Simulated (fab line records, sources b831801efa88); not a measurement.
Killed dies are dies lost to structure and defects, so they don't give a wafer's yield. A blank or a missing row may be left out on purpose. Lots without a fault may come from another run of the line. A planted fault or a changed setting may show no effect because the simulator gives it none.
fab line records | flow gf180mcu
record lots=6 wafers=18 last_day=33
route steps=602 shown MVSD@68 MVPSD@78 PASSIVATION@602
lots that met no fault: from a run of the same line without faults
start_h: hours from the record's first day to the start of the lot's first wafer shown | wait_h: hours since the lot's step before | " the same as in the row above | L1.1+2: a row that stands for several wafers | - no value, or no start given | * or withheld: withheld | < > ~ a bound
route shown NAME@n: a module of which the file shows steps, and the number in the route of the first | usual: mean/standard deviation of fault-free wafers | same: alike in all rows | chamber/n: place in a boat | sites: the reading at each site | _std_site: their standard deviation | _edge_site: outer sites' mean less inner sites' | radius_mm: how far each site lies from the wafer's centre | mask NAME#n: copy n | behind: the tool/chamber that last shaped the wafer | hold: why the lot was held/for how many hours/how that ended | device: the transistor (n, p or np) that didn't switch | end of line: the same wafers' tests at the end of the route | a step without rows: its recipe alone | killed: dies lost to structure and defects at the first sort, not the wafer's yield | map: a wafer's dies, x killed, . not, _ none there
set.NAME: the setting as run; set.NAME@STEP: as run at that earlier step | model.NAME: the simulator's own value behind a step, which no gauge read
lots at some steps of the route; a table a step, a row a wafer
services: from which hour (start_h, from the record's first day; less than 0 if before it) a tool's chamber was out of use, for how many hours, and why
## steps
# step GF_MVSD_COAT_02
# recipe spin_rpm=2000 resist_thk_nm=3000
# step GF_MVSD_SOFTBAKE_03
# recipe temp_c=110 time_s=withheld
# step GF_MVSD_EXPOSE_04
# recipe mask_id=MVSD target_cd_nm=1000 na=0.6 source_shape=conventional sigma_outer=0.6 dose_mj=260
# step GF_MVSD_PEB_05
# recipe temp_c=115 time_s=withheld
# step GF_MVSD_DEVELOP_06
# recipe wall_angle_deg=90 develop_time_s=60 dev_temp_c=23
# step GF_MVSD_OVL_MEAS_07
# usual MVSD_OVL=0.1/1.2
# columns lot.wafer tool chamber start_h wait_h MVSD_OVL[nm]
L136.1 overlay-01 - 81.80 - -0.5
L136.3 " - " " -0.8
L136.5 " - " " 0.6
L143.4 overlay-02 - 122.72 - 2.4
L143.5 " - " " 1.0
L143.6 " - " " 1.1
L145.3 overlay-02 - 135.90 - -0.3
L145.4 " - " " -1.0
L145.5 " - " " -2.0
L146.3 overlay-02 - 140.52 - 2.4
L146.4 " - " " 0.1
L146.6 " - " " 1.0
L150.3 overlay-02 - 164.37 - 0.7
L150.4 " - " " -0.2
L150.5 " - " " -0.7
L153.1 overlay-02 - 186.55 - -0.2
L153.2 " - " " 0.5
L153.4 " - " " -1.3
# step GF_MVSD_IMPLANT_08
# recipe species=P energy_kev=400 dose_cm2=1.6e+13 tilt_deg=0
# step GF_MVSD_IMPLANT_09
# recipe species=P energy_kev=100 dose_cm2=5e+12 tilt_deg=0
# step GF_MVSD_STRIP_10
# recipe chemistry=O2/N2 power_w=1400 pressure_mtorr=1500 platen_temp_c=250 o2_flow_sccm=3000 n2_flow_sccm=300 overash_fraction=0.5
# usual drypump_motor_current_A=5.9/0.4 heater_power_w=327/20 o2_flow_sccm=2999/8.6 oes_product_au=0.722/0.0044 strip_time_to_endpoint_s=36.98/0.096
# columns lot.wafer tool chamber start_h wait_h drypump_motor_current_A heater_power_w o2_flow_sccm oes_product_au rf_hours_counter_h strip_time_to_endpoint_s
L136.1 plasma_asher-02 0 82.14 0.1 6.1 338 3010 0.728 43 36.99
L136.3 " 0 " " 6.1 330 3002 0.720 - 37.04
L136.5 " 0 " " 6.1 330 3003 0.728 - 37.01
L143.4 plasma_asher-02 1 123.07 0.1 6.1 349 3004 0.715 - 37.01
L143.5 " 0 " " 6.1 334 2987 0.724 - 37.07
L143.6 " 1 " " 6.0 343 3001 0.722 - 37.20
L145.3 plasma_asher-02 0 136.26 0.1 6.1 339 2999 0.717 - 36.98
L145.4 " 1 " " 6.0 343 3007 0.722 - 37.10
L145.5 " 1 " " 6.0 342 2998 0.725 - 37.02
L146.3 plasma_asher-04 0 140.87 0.1 5.1 308 2997 0.724 - 36.87
L146.4 " 1 " " 6.2 339 2995 0.722 - 36.98
L146.6 " 0 " " 5.1 304 2998 0.727 - 36.99
L150.3 plasma_asher-04 1 164.73 0.1 6.1 338 2996 0.713 - 36.86
L150.4 " 0 " " 5.2 303 2993 0.726 - 36.94
L150.5 " 0 " " 5.1 300 2998 0.719 - 36.98
L153.1 plasma_asher-04 1 186.89 0.1 6.2 335 3003 0.723 53 37.00
L153.2 " 0 " " 5.1 302 3015 0.720 53 37.07
L153.4 " 1 " " 6.2 338 2995 0.719 - 37.10
# step GF_MVSD_TW_MEAS_11
# usual MVSD_TW=1571/10
# columns lot.wafer tool chamber start_h wait_h MVSD_TW
L136.1 film_metro-04 - 82.24 0.1 1576
L136.3 " - " " 1572
L136.5 " - " " 1570
L143.4 film_metro-03 - 123.17 0.1 1577
L143.5 " - " " 1580
L143.6 " - " " 1579
L145.3 film_metro-03 - 136.34 0.1 1584
L145.4 " - " " 1583
L145.5 " - " " 1576
L146.3 film_metro-01 - 140.96 0.1 1559
L146.4 " - " " 1570
L146.6 " - " " 1568
L150.3 film_metro-01 - 164.82 0.1 1562
L150.4 " - " " 1568
L150.5 " - " " 1564
L153.1 film_metro-04 - 186.99 0.1 1569
L153.2 " - " " 1568
L153.4 " - " " 1562
# step GF_MVPSD_DEHYDRATE_00
# recipe temp_c=200 time_s=60
# step GF_MVPSD_HMDS_01
# recipe prime_time_s=60 prime_temp_c=120
# step GF_MVPSD_COAT_02
# recipe spin_rpm=2000 resist_thk_nm=3000
# usual chill_plate_temp_C=23.02/0.11
# columns lot.wafer tool chamber start_h wait_h chill_plate_temp_C model.coat_of_MVPSD_COAT_02.thk_nm
L136.1 litho_track-01 0 88.92 0.1 22.97 3000
L136.3 " 0 " " 22.96 3002
L136.5 " 0 " " 23.05 2997
L143.4 litho_track-02 0 130.38 0.1 23.05 3017
L143.5 " 0 " " 22.98 3009
L143.6 " 0 " " 23.18 3006
L145.3 litho_track-04 0 144.18 0.1 23.11 1452
L145.4 " 0 " " 23.04 1452
L145.5 " 0 " " 22.96 1455
L146.3 litho_track-04 0 148.43 0.1 22.94 1452
L146.4 " 0 " " 23.08 1450
L146.6 " 0 " " 23.15 1454
L150.3 litho_track-01 0 172.47 0.1 22.92 3002
L150.4 " 0 " " 22.91 2993
L150.5 " 0 " " 23.05 3002
L153.1 litho_track-02 0 194.75 0.1 23.14 3009
L153.2 " 0 " " 22.92 3009
L153.4 " 0 " " 23.08 3015
# step GF_MVPSD_SOFTBAKE_03
# recipe temp_c=110 time_s=withheld
# step GF_MVPSD_EXPOSE_04
# recipe mask_id=MVPSD target_cd_nm=1000 na=0.6 source_shape=conventional sigma_outer=0.6 dose_mj=260
# step GF_MVPSD_PEB_05
# recipe temp_c=115 time_s=withheld
# step GF_MVPSD_DEVELOP_06
# recipe wall_angle_deg=90 develop_time_s=60 dev_temp_c=23
# usual chill_plate_temp_C=23.00/0.12
# columns lot.wafer tool chamber start_h wait_h chill_plate_temp_C model.coat_of_MVPSD_COAT_02.thk_nm
L136.1 litho_track-02 0 - - 23.11 2999
L136.3 " 0 " " 23.09 3001
L136.5 " 0 " " 23.11 2996
L143.4 litho_track-02 0 - - 23.17 3015
L143.5 " 0 " " 23.17 3008
L143.6 " 0 " " 23.10 3004
L145.3 litho_track-04 0 - - 23.01 1451
L145.4 " 0 " " 22.87 1451
L145.5 " 0 " " 23.05 1454
L146.3 litho_track-04 0 - - 23.14 1451
L146.4 " 0 " " 23.06 1449
L146.6 " 0 " " 22.93 1453
L150.3 litho_track-04 0 - - 23.17 3001
L150.4 " 0 " " 22.95 2992
L150.5 " 0 " " 22.97 3001
L153.1 litho_track-04 0 - - 23.08 3008
L153.2 " 0 " " 23.03 3008
L153.4 " 0 " " 23.08 3014
# step GF_MVPSD_OVL_MEAS_07
# usual MVPSD_OVL=0.1/1.7
# columns lot.wafer tool chamber start_h wait_h MVPSD_OVL[nm]
L136.1 overlay-01 - 96.30 - -0.8
L136.3 " - " " -1.8
L136.5 " - " " -2.4
L143.4 overlay-02 - 138.77 - 3.3
L143.5 " - " " 2.9
L143.6 " - " " 2.7
L145.3 overlay-01 - 156.69 - -2.3
L145.4 " - " " -2.0
L145.5 " - " " -0.8
L146.3 overlay-02 - 157.04 - -0.3
L146.4 " - " " -1.0
L146.6 " - " " 0.3
L150.3 overlay-02 - 181.14 - 1.1
L150.4 " - " " 0.2
L150.5 " - " " 0.5
L153.1 overlay-01 - 203.48 - -2.0
L153.2 " - " " -3.4
L153.4 " - " " -2.3
# step GF_MVPSD_IMPLANT_08
# recipe species=B energy_kev=170 dose_cm2=1.5e+13 tilt_deg=0
# step GF_MVPSD_IMPLANT_09
# recipe species=B energy_kev=40 dose_cm2=5e+12 tilt_deg=0
# step GF_MVPSD_STRIP_10
# recipe chemistry=O2/N2 power_w=1400 pressure_mtorr=1500 platen_temp_c=250 o2_flow_sccm=3000 n2_flow_sccm=300 overash_fraction=0.5
# usual drypump_motor_current_A=5.8/0.59 heater_power_w=316/28 o2_flow_sccm=3000/7.5 oes_product_au=0.722/0.0042 strip_time_to_endpoint_s=37.00/0.12
# columns lot.wafer tool chamber start_h wait_h drypump_motor_current_A heater_power_w o2_flow_sccm oes_product_au rf_hours_counter_h strip_time_to_endpoint_s
L136.1 plasma_asher-04 0 96.64 0.1 5.2 298 3013 0.720 44 36.97
L136.3 " 1 " " 6.2 337 3001 0.729 - 36.98
L136.5 " 0 " " 5.2 302 2997 0.715 - 36.91
L143.4 plasma_asher-03 1 139.12 0.1 6.5 308 3003 0.722 - 37.13
L143.5 " 1 " " 6.5 308 2999 0.720 - 37.06
L143.6 " 0 " " 4.8 365 2996 0.719 - 37.02
L145.3 plasma_asher-01 0 157.05 0.1 5.6 326 3000 0.720 - 18.89
L145.4 " 1 " " 6.3 274 2998 0.715 - 18.88
L145.5 " 1 " " 6.3 278 3006 0.714 - 18.92
L146.3 plasma_asher-03 0 157.40 0.1 4.8 360 3006 0.714 - 18.90
L146.4 " 1 " " 6.5 300 3011 0.709 - 18.88
L146.6 " 1 " " 6.5 311 3002 0.724 - 18.91
L150.3 plasma_asher-01 0 181.50 0.1 5.5 324 3004 0.721 - 36.97
L150.4 " 1 " " 6.3 280 3000 0.719 - 36.88
L150.5 " 1 " " 6.3 276 2995 0.722 - 36.97
L153.1 plasma_asher-01 0 203.81 0.1 5.6 319 2998 0.727 42 37.05
L153.2 " 1 " " 6.3 280 3000 0.720 42 37.06
L153.4 " 0 " " 5.6 325 2989 0.721 - 37.12
# step GF_MVPSD_TW_MEAS_11
# usual MVPSD_TW=551/3.2
# columns lot.wafer tool chamber start_h wait_h MVPSD_TW
L136.1 film_metro-03 - 96.74 0.1 557
L136.3 " - " " 555
L136.5 " - " " 556
L143.4 film_metro-01 - 139.24 0.1 549
L143.5 " - " " 547
L143.6 " - " " 549
L145.3 film_metro-01 - 157.14 0.1 552
L145.4 " - " " 547
L145.5 " - " " 549
L146.3 film_metro-03 - 157.49 0.1 557
L146.4 " - " " 558
L146.6 " - " " 559
L150.3 film_metro-01 - 181.58 0.1 548
L150.4 " - " " 548
L150.5 " - " " 549
L153.1 film_metro-03 - 203.91 0.1 551
L153.2 " - " " 550
L153.4 " - " " 551
# step GF_PASSIVATION_PROBE_99
# columns lot.wafer tool chamber start_h wait_h model.etest.ldpmos_10p0.r_on_ohm_um model.etest.ldpmos_10p0.drive_ua_um
L136.1 prober-01 - 674.84 0.1 1.116e+04 263.5
L136.3 prober-01 - 674.94 0.2 1.11e+04 262.4
L136.5 prober-01 - 675.04 0.2 1.106e+04 259.6
L143.4 prober-02 - 723.77 0.2 1.131e+04 258.6
L143.5 prober-02 - 723.82 0.2 1.134e+04 257.5
L143.6 prober-02 - 723.87 0.2 1.116e+04 260.9
L146.3 prober-02 - 743.17 0.2 1.083e+04 268.5
L146.4 prober-02 - 743.22 0.2 1.076e+04 274.1
L146.6 prober-02 - 743.32 0.2 1.075e+04 273.1
L145.3 prober-01 - 745.77 0.2 1.066e+04 279.6
L145.4 prober-01 - 745.82 0.2 1.051e+04 277.6
L145.5 prober-01 - 745.87 0.2 1.065e+04 277.1
L150.3 prober-01 - 768.96 0.2 1.11e+04 257.4
L150.4 prober-01 - 769.01 0.2 1.129e+04 251.4
L150.5 prober-01 - 769.06 0.2 1.117e+04 256.1
L153.1 prober-02 - 787.87 0.1 1.121e+04 255.7
L153.2 prober-02 - 787.92 0.1 1.11e+04 262
L153.4 prober-02 - 788.02 0.2 1.107e+04 259.7
# killed by level:class
L136.1 CONTACT:geometric_particle:open=6 V1:geometric_particle:open=5 V4:geometric_particle:open=3 M1:geometric_particle:short=3 M3:geometric_particle:short=3 M4:geometric_particle:short=3 HV_LDD:geometric_particle:open=2 CONTACT:geometric_particle:short=2
L136.3 V2:geometric_particle:open=4 V3:geometric_particle:open=4 STI:geometric_particle:short=3 CONTACT:geometric_particle:open=3 V4:geometric_particle:open=3 V1:geometric_particle:short=2 M1:geometric_particle:short=2 V1:geometric_particle:open=2
L136.5 V3:geometric_particle:open=6 STI:geometric_particle:open=3 CONTACT:geometric_particle:open=3 M1:geometric_particle:short=3 V1:geometric_particle:open=3 M2:geometric_particle:short=3 V2:geometric_particle:open=3 V5:geometric_particle:short=3
L143.4 V5:geometric_particle:open=7 V3:geometric_particle:open=5 V1:geometric_particle:open=4 V4:geometric_particle:open=4 STI:geometric_particle:open=3 CONTACT:geometric_particle:open=3 CONTACT:geometric_particle:short=2 V3:geometric_particle:short=2
L143.5 V3:geometric_particle:open=6 V5:geometric_particle:open=6 CONTACT:geometric_particle:open=5 CONTACT:geometric_particle:short=3 V1:geometric_particle:open=3 V3:geometric_particle:short=3 V4:geometric_particle:open=3 STI:geometric_particle:open=2
L143.6 V3:geometric_particle:open=8 CONTACT:geometric_particle:open=6 V4:geometric_particle:open=5 STI:geometric_particle:open=4 STI:geometric_particle:short=3 V2:geometric_particle:open=3 V2:geometric_particle:short=3 V1:geometric_particle:short=2
L150.3 V1:geometric_particle:open=8 V2:geometric_particle:open=5 V5:geometric_particle:open=4 STI:geometric_particle:open=3 M3:geometric_particle:short=3 V4:geometric_particle:open=3 V4:geometric_particle:short=3 TOP_METAL:geometric_particle:short=3
L150.4 V3:geometric_particle:open=6 V4:geometric_particle:open=4 V5:geometric_particle:open=4 M1:geometric_particle:short=3 V1:geometric_particle:open=3 V4:geometric_particle:short=3 STI:geometric_particle:short=2 STI:geometric_particle:open=2
L150.5 V1:geometric_particle:open=7 CONTACT:geometric_particle:open=5 V2:geometric_particle:open=5 V4:geometric_particle:open=5 V5:geometric_particle:open=4 CONTACT:geometric_particle:short=3 M1:geometric_particle:short=3 V4:geometric_particle:short=3
L153.1 V3:geometric_particle:open=8 V4:geometric_particle:open=7 CONTACT:geometric_particle:short=3 CONTACT:geometric_particle:open=3 V1:geometric_particle:open=3 M2:geometric_particle:short=3 V3:geometric_particle:short=3 STI:geometric_particle:open=2
L153.2 V5:geometric_particle:open=7 V3:geometric_particle:open=5 CONTACT:geometric_particle:open=4 V1:geometric_particle:open=4 V2:geometric_particle:open=4 STI:geometric_particle:short=3 V1:geometric_particle:short=3 M2:geometric_particle:short=3
L153.4 V2:geometric_particle:open=10 V1:geometric_particle:open=6 STI:geometric_particle:open=4 M1:geometric_particle:short=4 V3:geometric_particle:open=3 V3:geometric_particle:short=3 V4:geometric_particle:short=3 V5:geometric_particle:open=3
## services
# columns tool chamber start_h hours kind
plasma_asher-03 - 88.16 4.4 repair
plasma_asher-03 - 108.75 9.0 pm
plasma_asher-03 0 108.75 9.0 vent_cycle
plasma_asher-03 1 108.75 9.0 vent_cycle
plasma_asher-03 0 117.75 - clean
plasma_asher-03 1 117.75 - clean
plasma_asher-01 - 135.20 5.2 repair
plasma_asher-04 - 155.03 2.8 pm
## key
first_sign step=GF_MVPSD_STRIP_10 reading=strip_time_to_endpoint_s direction=down sigmas=99+ usual=* struck=*
effect none on later readings
model_effect step=GF_MVPSD_COAT_02 value=coat_of_MVPSD_COAT_02.thk_nm without=2992 struck=1453
model_effect step=GF_MVPSD_DEVELOP_06 value=coat_of_MVPSD_COAT_02.thk_nm without=2991 struck=1452
model_effect step=GF_PASSIVATION_PROBE_99 value=etest.ldpmos_10p0.r_on_ohm_um without=1.111e+04 struck=1.069e+04
met_at GF_MVPSD_COAT_02
struck_wafers L145.3,L145.4,L145.5,L146.3,L146.4,L146.6
sort_left_out L145.3,L145.4,L145.5,L146.3,L146.4,L146.6
tester_left_out L145,L146
fault kind=process_parameter_drift tool=litho_track-04 chamber=- onset_h=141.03 steps=GF_MVPSD_COAT_02 channel=resist_thk_nm offset=* shape=step end_h=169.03 acts_in=* stated=*
# tester_left_out: of these lots the tester's yield and bins aren't shown, on N5 and GAA mostly nor the transistor test; their killed dies are dies lost to structure and defects alone, not to doping, threshold or leakage, so they don't give the yield
# sort_left_out: the simulated sort isn't trusted on such a fault, so these wafers' sort isn't shown, and their yield isn't known
